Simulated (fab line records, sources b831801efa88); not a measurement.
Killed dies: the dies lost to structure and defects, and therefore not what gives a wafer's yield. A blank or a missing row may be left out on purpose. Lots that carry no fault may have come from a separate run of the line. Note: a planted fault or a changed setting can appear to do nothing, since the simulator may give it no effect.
A lot that was struck, set against a sound lot :: flow sky130 :: 18 steps out of a route of 708
Sound: wafers L214.2, L214.4, L214.5. Wafers L206.2, L206.3, L206.5 were the ones struck. The cause comes at the end.
Each step with rows lists, per side, the tool, then ch with its chambers, then its first start. Under that, the readings that differ: sound wafers :: struck wafers :: difference of the means :: sigmas: that difference in standard deviations of wafers without a fault.
alike: a reading whose means differ by less than 2 such deviations, as well as words and numbers matching on both sides. not compared: withheld readings; readings where some wafer has no value; bounds like >300 that might hide an equal value; numbers whose values overlap and for which the record gives no deviation.
A row with sigmas, a row that says differs or no value, or rows on one side alone: a step with any of these is where the two part. Numbers that don't overlap but have no deviation are shown without sigmas and don't part them. Lack of a reading on every wafer of one side parts them only where that side has two or more wafers.

first, 9 steps without rows for these wafers: SKY_CAP2M_CLEAN_17 (cleans in O3/DIW); SKY_METAL4_DEHYDRATE_05 (time 60 s); SKY_METAL4_HMDS_06 (prime time 60 s); SKY_METAL4_COAT_07 (resist thk 60 nm); SKY_METAL4_COAT_08 (resist thk 1140 nm); SKY_METAL4_SOFTBAKE_09 (time 90 s); SKY_METAL4_EXPOSE_10 (exposes mask MM4, target cd 300 nm); SKY_METAL4_PEB_11; SKY_METAL4_DEVELOP_12 (develop time 60 s).
SKY_METAL4_CD_MEAS_13 targets a cd of 300 nm.
  struck on cd sem-01, day 43 23:40; sound on cd sem-01, day 45 19:49
  alike: cd nm
SKY_METAL4_OVL_MEAS_14:
  struck on overlay-02, day 43 23:46; sound on overlay-02, day 45 19:55
  alike: METAL4_OVL
SKY_METAL4_DESCUM_15: chemistry O2, time 8 s.
  sound on rie metal-02 ch 0,1, day 45 19:57; struck on rie metal-02 ch 0,1, day 43 23:48
  alike: drypump motor current A, oes product au
  not compared: rf hours counter h
SKY_METAL4_ETCH_16: etches BARC in N2/H2, stops on SiO2, time 88.2 s, target depth 60 nm.
  sound on rie metal-02 ch 0,1, day 45 19:59; struck on rie metal-02 ch 0,1, day 43 23:50
  no value came back on the struck wafers for any of 5 readings (bias w (W), chamber pressure mTorr (mTorr) and others); on the sound wafers bias w (W) reads 98.05 97.91 98.30
reading: model.KrF-thick_of_METAL4_COAT_08.thk nm (nm)
sound: 1067 1071 1073
struck: 1124 1120 1124
difference: +52
sigmas: 
  not compared: rf hours counter h
SKY_METAL4_ETCH_17: etches SiO2 in C4F8/O2/Ar, stops on TiN, time 3.9 s, target depth 15 nm.
  sound on rie diel-01 ch 0,2, day 45 20:05; struck on rie diel-04 ch 0,1, day 43 23:56
reading: oes product au (a.u.)
sound: 0.746 0.766 0.745
struck: 0.378 0.374 0.371
difference: -0.378
sigmas: -56
  alike: bias w, chamber pressure mTorr
  not compared: rf hours counter h
SKY_METAL4_METAL_ETCH_18: etches the open film in Cl2/BCl3, stops on SiO2, target depth 845 nm, time 183.1 s.
  sound on rie metal-03 ch 1, day 45 20:10; struck on rie metal-01 ch 0,1, day 43 23:57
reading: oes product au (a.u.)
sound: 0.853 0.850 0.855
struck: 0.367 0.380 0.378
difference: -0.478
sigmas: -85

reading: model.KrF-thick_of_METAL4_COAT_08.thk nm (nm)
sound: 523.3 526.3 525.7
struck: 574 575.1 570.8
difference: +48
sigmas: 
  alike: bcl3 flow sccm, bias w, drypump motor current A, throttle valve pct
  not compared: rf hours counter h
SKY_METAL4_STRIP_19: strips in O2/N2.
  sound on plasma asher-02 ch 0,1, day 45 20:28; struck on plasma asher-03 ch 0,1, day 44 00:08
reading: oes product au (a.u.)
sound: 0.500 0.495 0.498
struck: 0.512 0.521 0.517
difference: +0.019
sigmas: +4

reading: strip time to endpoint s (s)
sound: 6.50 6.54 6.52
struck: 7.00 7.01 6.95
difference: +0.47
sigmas: +8
  alike: drypump motor current A
  not compared: rf hours counter h
then, 1 step without rows for these wafers: SKY_METAL4_STRIP_20 (strips in post etch residue remover, time 1200 s).
-- the record jumps here: 4 days lie between the struck wafers' starts before and after (it left off in module METAL4 and takes up again in module PAD_OPEN, whose first step shown is number 708 of the route) --
SKY_PAD_OPEN_PROBE_99:
  rows exist in the record for the struck wafers here (prober-02, day 47 18:37), but not for the sound ones

WHERE THEY PART
At SKY_METAL4_ETCH_16 first; at SKY_PAD_OPEN_PROBE_99 last (within this record only).

WHY: what had been put in by the simulator
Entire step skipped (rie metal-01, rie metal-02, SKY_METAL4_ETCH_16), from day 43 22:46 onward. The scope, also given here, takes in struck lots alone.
